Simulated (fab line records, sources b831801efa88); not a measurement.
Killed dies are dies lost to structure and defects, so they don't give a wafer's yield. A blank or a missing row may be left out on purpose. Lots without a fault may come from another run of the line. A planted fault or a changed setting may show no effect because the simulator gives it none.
A struck lot beside a sound one | flow sky130 | 17 steps out of a route of 708
Sound: wafers L696.2, L696.5, L696.6. Struck: wafer L692.2. The cause comes at the end.
At each step with rows: each side's tool, then ch and its chambers, then its first start. Under that, the readings that differ: sound wafers | struck wafers | difference of the means | sigmas: that difference in standard deviations of wafers without a fault.
alike: readings whose means differ by less than 2 such deviations, and words and numbers that are the same on both sides. not compared: withheld readings, readings that some wafer has no value for, bounds like >300 that may hide the same value, and numbers for which the record gives no deviation and whose values overlap.
The two part at a step that has a row with sigmas, a row that says differs or no value, or rows on one side only. Numbers that don't overlap but have no deviation are shown without sigmas and don't part them. A reading that every wafer of one side lacks parts them only if that side has two wafers or more.

first, 1 step without rows for these wafers: SKY_FIELD_ISO_DEVELOP_12 (develop time 60 s).
SKY_FIELD_ISO_CD_MEAS_13: target cd 150 nm.
  sound on cd_sem-01, day 5 20:34; struck on cd_sem-02, day 4 20:44
  alike: cd_nm
SKY_FIELD_ISO_ETCH_14: etches BARC in N2/H2, stops on SiO2, time 45.9 s, target depth 60 nm.
  sound on rie_diel-04 ch 0,1,2, day 5 20:40; struck on rie_diel-04 ch 0, day 4 20:50
  alike: chamber_pressure_mTorr, drypump_motor_current_A, h2_flow_sccm, oes_product_au, throttle_valve_pct
  not compared: rf_hours_counter_h
SKY_FIELD_ISO_ETCH_15: etches the open film in CHF3/O2, stops on Si, target depth 180 nm, time 72 s.
  sound on rie_diel-04 ch 0,1,2, day 5 20:42; struck on rie_diel-04 ch 0, day 4 20:52
  alike: O2_flow_sccm, chamber_pressure_mTorr, chf3_flow_sccm, drypump_motor_current_A, oes_product_au, throttle_valve_pct
  not compared: rf_hours_counter_h
SKY_FIELD_ISO_STRIP_16: strips in O2/N2.
  sound on plasma_asher-02 ch 0,1, day 5 20:45; struck on plasma_asher-03 ch 0, day 4 20:56
  reading               | sound             | struck | difference | sigmas
  oes_product_au (a.u.) | 0.381 0.381 0.386 | 0.372  | -0.011     | -2
  alike: chamber_pressure_mTorr, drypump_motor_current_A, strip_time_to_endpoint_s
  not compared: rf_hours_counter_h
SKY_FIELD_ISO_ETCH_17: etches Si in HBr/Cl2/O2, target depth 342 nm, time 97.7 s.
  sound on rie_si-02 ch 1,2,3, day 5 20:51; struck on rie_si-02 ch 1, day 4 21:02
  reading               | sound             | struck | difference | sigmas
  oes_product_au (a.u.) | 1.007 1.015 1.001 | 0.985  | -0.023     | -2
  alike: O2_flow_sccm, chamber_pressure_mTorr, drypump_motor_current_A, throttle_valve_pct
  not compared: rf_hours_counter_h
then, 5 steps without rows for these wafers: SKY_FIELD_ISO_WET_ETCH_18 (etches Si3N4 in H3PO4, target depth 25 nm, time 286 s); SKY_FIELD_ISO_CLEAN_19 (cleans in SC1/SC2, time 150 s); SKY_FIELD_ISO_CLEAN_20 (cleans in dHF, time 20 s); SKY_FIELD_ISO_WET_ETCH_21 (etches SiO2 in dHF, target depth 20 nm, time 400 s); SKY_FIELD_ISO_OXIDATION_22 (stabilise 600 s, purge 300 s, target thk 10 nm).
SKY_FIELD_ISO_THK_MEAS_23:
  sound on film_metro-03, day 5 22:23; struck on film_metro-03, day 5 03:01
  alike: FIELD_ISO_OXIDATION_01_THK
SKY_FIELD_ISO_CVD_24: deposits SiO2, target thk 595 nm, time 99.2 s.
  sound on hdpcvd-02 ch 0,1,2, day 5 22:26; struck on hdpcvd-01 ch 1, day 5 03:04
  reading                                    | sound             | struck | difference | sigmas
  model.SiO2_of_FIELD_ISO_CVD_24.thk_nm (nm) | 600.6 603.2 595.3 | 906.3  | +306.6     |
SKY_FIELD_ISO_THK_MEAS_25:
  sound on film_metro-01, day 5 22:31; struck on film_metro-01, day 5 03:28
  reading                   | sound       | struck | difference | sigmas
  FIELD_ISO_CVD_24_THK (nm) | 601 603 595 | 906    | +306       | +45
  not compared: hold
SKY_FIELD_ISO_CMP_27: polishes, stops on Si3N4, t overpolish 16 s, target thk 457.8 nm.
  sound on cmp-02 ch 0,2,3, day 6 01:17; struck on cmp-02 ch 0, day 5 12:14
  reading                | sound       | struck | difference | sigmas
  time_to_endpoint_s (s) | 120 119 117 | 170    | +51        | +16
  alike: motor_current_A
then, 1 step without rows for these wafers: SKY_FIELD_ISO_WET_ETCH_28 (etches SiO2 in dHF, target depth 23.7 nm, time 47 s).
-- the record jumps here: 43 days lie between the struck wafers' starts before and after (it left off in module FIELD_ISO and takes up again in module PAD_OPEN, whose first step shown is number 708 of the route) --
SKY_PAD_OPEN_PROBE_99:
  the record has rows for the struck wafers here (prober-01, day 48 23:16) and none for the sound ones

WHERE THEY PART
First at SKY_FIELD_ISO_STRIP_16; last, within this record, at SKY_PAD_OPEN_PROBE_99.

WHY: what the simulator had put in
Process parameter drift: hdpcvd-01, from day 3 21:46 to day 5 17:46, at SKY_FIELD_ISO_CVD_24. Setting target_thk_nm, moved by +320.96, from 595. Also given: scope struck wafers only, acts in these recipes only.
